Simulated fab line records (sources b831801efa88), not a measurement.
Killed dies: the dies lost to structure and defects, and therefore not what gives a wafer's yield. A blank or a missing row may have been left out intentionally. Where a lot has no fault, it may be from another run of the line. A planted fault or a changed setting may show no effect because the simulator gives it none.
Which tool was responsible? + flow gf180mcu + 6 lots, 18 wafers sampled, at 3 steps of a route of 602

## WHAT EACH GAUGE READ, for each wafer
GF_VT_IMPLANT_TW_MEAS_32.
| lot  | measured     | on           | VT_IMPLANT_3_TW   |
|------|--------------|--------------|-------------------|
| L494 | day 7 07:17  | filmMetro-03 | 268.7 267.8 268.4 |
| L496 | day 8 00:53  | filmMetro-01 | 269.9 269.8 269.5 |
| L504 | day 10 01:05 | filmMetro-02 | 274.1 273.6 272.6 |
| L510 | day 11 15:29 | filmMetro-02 | 272.2 273.0 271.1 |
| L513 | day 12 13:53 | filmMetro-03 | 266.7 268.4 267.8 |
| L516 | day 13 15:51 | filmMetro-02 | 274.3 274.3 271.5 |

## WHICH TOOL RAN EACH LOT (tool, then ch and the chambers of the sampled wafers, then the start)
| lot  | GF_STI_ETCH_14                 | GF_STI_STRIP_15                    |
|------|--------------------------------|------------------------------------|
| L494 | rieSi-02 ch 1,2,3, day 2 08:46 | plasmaAsher-03 ch 0,1, day 2 08:50 |
| L496 | rieSi-02 ch 0,2,3, day 2 17:52 | plasmaAsher-02 ch 0,1, day 2 17:56 |
| L504 | rieSi-02 ch 0,1,3, day 4 11:07 | plasmaAsher-01 ch 0,1, day 4 11:11 |
| L510 | rieSi-01 ch 0,2, day 5 17:12   | plasmaAsher-03 ch 0,1, day 5 17:16 |
| L513 | rieSi-01 ch 1,2,3, day 6 10:09 | plasmaAsher-03 ch 0,1, day 6 10:13 |
| L516 | rieSi-01 ch 2,3, day 7 01:00   | plasmaAsher-01 ch 1, day 7 01:04   |
- GF_STI_ETCH_14: etches Si in HBr/Cl2/O2, target depth 360 nm, time 102.9 s.
- GF_STI_STRIP_15: strips in O2/N2.

## THE ANSWER, worked out from the rows above alone
Rule: usual is defined by the lots themselves. The widest of any qualifying gaps counts: lots, ordered by their means at a reading, are off when they make up no more than a third of the lots, leave a main group of 4 or more, and stand apart from it by 3 or more times the standard deviation of that group's means. Not used: any main group whose means are identical at the precision the tables above print for the reading. A lot without any number at a reading at which 4 lots or more have one is off too. All remaining lots with rows at the step are treated as sound.
Across all readings shown, no lot is off: no conclusion can be drawn from this.

## WHAT THE SIMULATOR PUT IN
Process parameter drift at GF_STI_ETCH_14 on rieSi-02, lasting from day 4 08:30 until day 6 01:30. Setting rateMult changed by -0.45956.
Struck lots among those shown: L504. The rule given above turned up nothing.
